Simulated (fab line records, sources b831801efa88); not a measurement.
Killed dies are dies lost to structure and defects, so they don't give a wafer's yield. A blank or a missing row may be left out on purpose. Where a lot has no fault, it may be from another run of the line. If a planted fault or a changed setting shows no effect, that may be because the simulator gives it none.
Which tool is to blame? | flow gf180mcu | 39 wafers from 13 lots sampled at 6 of the route's 602 steps

## WHAT THE GAUGES SHOWED, per wafer
GF_VT_IMPLANT_OVL_MEAS_07.
lot  | measured     | on         | VT_IMPLANT_OVL (nm)
L481 | day 5 13:54  | overlay-02 | -3.8 -2.5 -2.8
L482 | day 6 00:02  | overlay-02 | -2.3 -2.3 -1.0
L483 | day 6 07:43  | overlay-02 | 0.7 -0.1 -0.6
L485 | day 6 17:50  | overlay-02 | 1.2 2.3 0.5
L487 | day 7 03:29  | overlay-02 | 2.1 1.7 1.5
L488 | day 7 11:58  | overlay-02 | 0.3 -1.3 -0.5
L489 | day 7 17:45  | overlay-02 | -0.9 -0.4 1.0
L491 | day 8 07:02  | overlay-01 | - - -
L492 | day 8 11:09  | overlay-01 | -2.0 0.5 -0.5
L500 | day 10 10:09 | overlay-02 | -2.0 -2.7 -1.5
L501 | day 10 15:07 | overlay-02 | -2.0 -2.7 -2.5
L502 | day 10 22:41 | overlay-01 | -0.3 -0.2 -1.5
L504 | day 11 12:08 | overlay-02 | 0.4 -0.9 0.6

GF_VT_IMPLANT_TW_MEAS_10.
lot  | measured     | on            | VT_IMPLANT_TW
L481 | day 5 14:11  | film-metro-01 | 567 568 568
L482 | day 6 00:20  | film-metro-03 | 554 556 557
L483 | day 6 08:00  | film-metro-01 | 571 570 570
L485 | day 6 18:08  | film-metro-01 | 570 567 568
L487 | day 7 03:47  | film-metro-01 | 565 565 564
L488 | day 7 12:15  | film-metro-01 | 565 563 566
L489 | day 7 18:03  | film-metro-02 | 551 552 552
L491 | day 8 07:19  | film-metro-03 | 30 30 30
L492 | day 8 11:26  | film-metro-02 | 551 554 549
L500 | day 10 10:26 | film-metro-01 | 566 565 565
L501 | day 10 15:25 | film-metro-03 | 560 556 554
L502 | day 10 22:58 | film-metro-02 | 548 547 551
L504 | day 11 12:25 | film-metro-02 | 545 550 546

GF_HV_LDD_CD_MEAS_31: target cd 400 nm.
lot  | measured     | on        | cd-nm (nm)
L481 | day 11 11:12 | cd-sem-02 | 395.9 395.4 392.7
L482 | day 12 01:17 | cd-sem-02 | 393.9 392.0 394.0
L483 | day 12 17:05 | cd-sem-01 | 397.1 392.9 392.9
L485 | day 13 06:31 | cd-sem-01 | 394.4 398.0 394.6
L487 | day 13 19:07 | cd-sem-02 | 388.4 393.1 393.0
L488 | day 14 04:40 | cd-sem-02 | 392.3 393.0 390.6
L489 | day 14 08:55 | cd-sem-01 | 396.5 397.9 396.8
L492 | day 15 03:18 | cd-sem-01 | 394.4 392.4 392.9
L500 | day 17 12:21 | cd-sem-02 | 395.7 397.7 394.7
L501 | day 17 18:17 | cd-sem-01 | 394.4 394.7 393.8
L502 | day 18 08:05 | cd-sem-02 | 393.8 394.1 396.6
L504 | day 19 02:10 | cd-sem-01 | 396.2 395.6 398.1

GF_CONTACT_OVL_MEAS_15.
lot  | measured     | on         | CONTACT_OVL (nm)
L481 | day 16 01:17 | overlay-02 | -2 -14 -7
L482 | day 16 18:11 | overlay-01 | -7 -7 -9
L483 | day 17 10:24 | overlay-01 | 0 0 -2
L485 | day 18 03:38 | overlay-01 | -1 -1 -4
L487 | day 18 17:38 | overlay-01 | -2 -6 -5
L488 | day 19 05:12 | overlay-01 | 4 5 -1
L489 | day 19 08:24 | overlay-01 | 7 -1 0
L492 | day 20 06:50 | overlay-01 | 1 -2 1
L500 | day 22 17:03 | overlay-01 | -11 -6 -9
L501 | day 22 22:57 | overlay-02 | -6 -3 -15
L502 | day 23 12:17 | overlay-01 | -7 -3 -9
L504 | day 24 07:52 | overlay-01 | -1 -1 -6

## TOOL THAT RAN EACH LOT (tool first, then ch and the chambers of the sampled wafers, then the start)
lot  | GF_VT_IMPLANT_EXPOSE_04             | GF_SALICIDE_SPUTTER_03
L481 | iline-stepper-01 ch 0, day 5 07:08  | pvd-sputter-03, day 15 02:08
L482 | iline-stepper-01 ch 0, day 5 16:25  | pvd-sputter-02, day 15 18:18
L483 | iline-stepper-02 ch 0, day 6 00:37  | pvd-sputter-02, day 16 10:31
L485 | iline-stepper-01 ch 0, day 6 10:23  | pvd-sputter-01, day 17 03:01
L487 | iline-stepper-01 ch 0, day 6 19:55  | pvd-sputter-03, day 17 16:34
L488 | iline-stepper-02 ch 0, day 7 04:26  | pvd-sputter-02, day 18 03:41
L489 | iline-stepper-01 ch 0, day 7 10:27  | pvd-sputter-01, day 18 07:47
L491 | iline-stepper-01 ch 0, day 7 22:41  | -
L492 | iline-stepper-02 ch 0, day 8 03:47  | pvd-sputter-01, day 19 05:13
L500 | iline-stepper-01 ch 0, day 10 01:16 | pvd-sputter-01, day 21 16:39
L501 | iline-stepper-02 ch 0, day 10 06:35 | pvd-sputter-02, day 21 23:13
L502 | iline-stepper-01 ch 0, day 10 14:50 | pvd-sputter-02, day 22 12:11
L504 | iline-stepper-02 ch 0, day 11 03:26 | pvd-sputter-03, day 23 07:35
- GF_VT_IMPLANT_EXPOSE_04: exposes mask LVPWELL LV AREA, target cd 600 nm.
- GF_SALICIDE_SPUTTER_03: material TiN, target thk 20 nm, time 16.7 s.

## AS READ BY THE TOOLS THEMSELVES (means over the sampled wafers that have a number; for cases with no such wafer, the mark the record gives instead)
GF_SALICIDE_SPUTTER_03.
lot  | tool           | throttle-valve-pct (%)
L481 | pvd-sputter-03 | 30.9
L482 | pvd-sputter-02 | 30.8
L483 | pvd-sputter-02 | 30.9
L485 | pvd-sputter-01 | 29.8
L487 | pvd-sputter-03 | 30.3
L488 | pvd-sputter-02 | 30.3
L489 | pvd-sputter-01 | 29.2
L492 | pvd-sputter-01 | 29.9
L500 | pvd-sputter-01 | 29.3
L501 | pvd-sputter-02 | 30.4
L502 | pvd-sputter-02 | 30.4
L504 | pvd-sputter-03 | 29.5

## THE ANSWER, worked out from the rows above alone
Rule: what is usual is taken from the lots themselves. Put in order of their means at a reading, lots are off if they are a third of the lots or fewer, leave a main group of 4 or more, and stand apart from it by a gap of 3 or more times the standard deviation of the main group's means; of several such gaps the widest counts. Not used: any main group whose means are identical at the precision the tables above print for the reading. A lot without any number at a reading at which 4 lots or more have one is off too. All remaining lots with rows at the step are treated as sound. Order of review: gauges by route order, followed by the tools' own readings, for which a lot's mean as printed above is used. At the first step where some lot is off, the reading lying furthest off is the one used; lots without a number count as furthest.
Off: L491, seen at GF_VT_IMPLANT_OVL_MEAS_07 (VT_IMPLANT_OVL). Without a number there: L491. The main group: mean -0.7 nm, standard deviation 1.4.
If a tool, at a process step before that reading, ran all the lots that are off and no sound lot after the first of them, it fits. Not tried: the gauges at GF_VT_IMPLANT_OVL_MEAS_07; whatever is off there is also off at GF_VT_IMPLANT_TW_MEAS_10, on other tools, and gauge error can't account for it. Not one of the candidates tried fits.

## WHAT THE SIMULATOR HAD PUT IN
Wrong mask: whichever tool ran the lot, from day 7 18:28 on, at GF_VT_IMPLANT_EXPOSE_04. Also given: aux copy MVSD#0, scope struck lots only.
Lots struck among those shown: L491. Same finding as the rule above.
